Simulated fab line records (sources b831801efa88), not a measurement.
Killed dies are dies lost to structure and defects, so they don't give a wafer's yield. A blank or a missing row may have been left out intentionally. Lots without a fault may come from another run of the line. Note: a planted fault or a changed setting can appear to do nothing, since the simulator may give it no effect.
Matching of chambers ; flow gf180mcu ; GF_V4_ETCH_16 on rie diel-03: 4 sister chambers
The step etches BARC in N2/H2. 8 wafers are shown with their chamber, then 9 later ones without.

WAFERS, EACH WITH ITS CHAMBER
wafer;chamber;drypump motor current A (A);oes product au (a.u.)
L079.6;2;6.6;0.854
L081.3;0;5.2;0.850
L082.2;1;5.1;0.851
L082.6;1;5.1;0.854
L085.5;0;5.2;0.858
L089.4;3;6.5;0.858
L089.5;2;6.6;0.859
L089.6;3;6.4;0.859

WAFERS WITHOUT THEIR CHAMBER
wafer;drypump motor current A (A);oes product au (a.u.)
L094.2;6.5;0.855
L094.3;5.1;0.864
L094.5;6.5;0.859
L096.3;6.6;0.853
L096.4;6.5;0.852
L096.5;5.1;0.857
L097.2;6.5;0.857
L097.4;6.6;0.859
L097.6;6.5;0.856

THE CHAMBER EACH PASSED THROUGH
wafer;from the rows above;in truth
L094.2;can't be placed: 3 or 2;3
L094.3;can't be placed: 1 or 0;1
L094.5;can't be placed: 3 or 2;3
L096.3;2;2
L096.4;can't be placed: 3 or 2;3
L096.5;can't be placed: 1 or 0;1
L097.2;can't be placed: 3 or 2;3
L097.4;2;2
L097.6;can't be placed: 3 or 2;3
2 of 9 placed correctly. Cannot be placed on the basis of these rows: 7; the candidates contain the true chamber in 7. Wrongly placed: 0.
How it was worked out, from the rows above alone: a wafer's distance from a chamber is the root of the sum, over the readings, of the square of ((its reading less the chamber's mean) divided by the reading's scatter). If the next closest chamber is less than 2 further off than the closest, the wafer can't be placed; otherwise it belongs to the closest. The mean given for a chamber averages the wafers shown for that chamber. How the scatter is found: for the shown wafers, subtract from each reading the mean of its chamber, square and add these, divide the total by (wafers less chambers), then take the root.
